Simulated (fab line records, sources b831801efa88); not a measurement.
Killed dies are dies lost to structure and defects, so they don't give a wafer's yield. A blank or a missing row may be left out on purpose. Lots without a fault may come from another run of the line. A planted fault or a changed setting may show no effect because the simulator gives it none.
Which tool did it? | flow gf180mcu | 7 lots, 21 wafers sampled, at 3 steps of a route of 602

WHAT THE GAUGES READ, wafer by wafer
GF_M2_CD_MEAS_14: target cd 280 nm.
lot  | measured     | on        | cd_nm (nm)
L714 | day 20 18:06 | cd_sem-01 | 279.1 279.0 278.5
L716 | day 21 21:55 | cd_sem-02 | 280.3 282.2 281.5
L718 | day 22 02:05 | cd_sem-01 | 279.4 281.0 280.2
L720 | day 22 12:41 | cd_sem-01 | 279.2 279.8 279.5
L722 | day 23 06:52 | cd_sem-02 | 279.9 280.7 279.4
L727 | day 24 22:57 | cd_sem-01 | 248.1 246.7 248.2
L734 | day 27 04:38 | cd_sem-01 | 280.0 281.3 279.6

WHICH TOOL RAN EACH LOT (tool, then ch and the chambers of the sampled wafers, then the start)
lot  | GF_V1_ETCH_16                      | GF_M2_SOFTBAKE_10
L714 | rie_diel-01 ch 1,2,3, day 19 16:46 | litho_track-01 ch 0, day 20 05:48
L716 | rie_diel-04 ch 1,3, day 20 20:14   | litho_track-01 ch 0, day 21 09:48
L718 | rie_diel-02 ch 0,1,2, day 21 01:13 | litho_track-04 ch 0, day 21 14:24
L720 | rie_diel-04 ch 0,2,3, day 21 11:43 | litho_track-01 ch 0, day 22 01:00
L722 | rie_diel-01 ch 0,1,3, day 22 05:38 | litho_track-01 ch 0, day 22 19:05
L727 | rie_diel-01 ch 0,3, day 23 23:16   | litho_track-01 ch 0, day 24 11:21
L734 | rie_diel-04 ch 1,2,3, day 26 05:19 | litho_track-02 ch 0, day 26 18:02
- GF_V1_ETCH_16: etches BARC in N2/H2.
- GF_M2_SOFTBAKE_10: time 60 s.

THE ANSWER, worked out from the rows above alone
Rule: what is usual is taken from the lots themselves. Put in order of their means at a reading, lots are off if they are a third of the lots or fewer, leave a main group of 4 or more, and stand apart from it by a gap of 3 or more times the standard deviation of the main group's means; of several such gaps the widest counts. A main group whose means are all the same, to the digits that the tables above print for the reading, isn't used. A lot without any number at a reading at which 4 lots or more have one is off too. The other lots that the step has rows for count as sound.
Off: L727, at GF_M2_CD_MEAS_14 (cd_nm). The main group: mean 280.0 nm, standard deviation 0.76.
A tool fits if, at a process step before that reading, it ran every lot that is off, and no sound lot after the first of them. The gauges at GF_M2_CD_MEAS_14 are tried like those tools. Can't be told from this: 2 tools fit, rie_diel-01 at GF_V1_ETCH_16, litho_track-01 at GF_M2_SOFTBAKE_10.

WHAT THE SIMULATOR HAD PUT IN
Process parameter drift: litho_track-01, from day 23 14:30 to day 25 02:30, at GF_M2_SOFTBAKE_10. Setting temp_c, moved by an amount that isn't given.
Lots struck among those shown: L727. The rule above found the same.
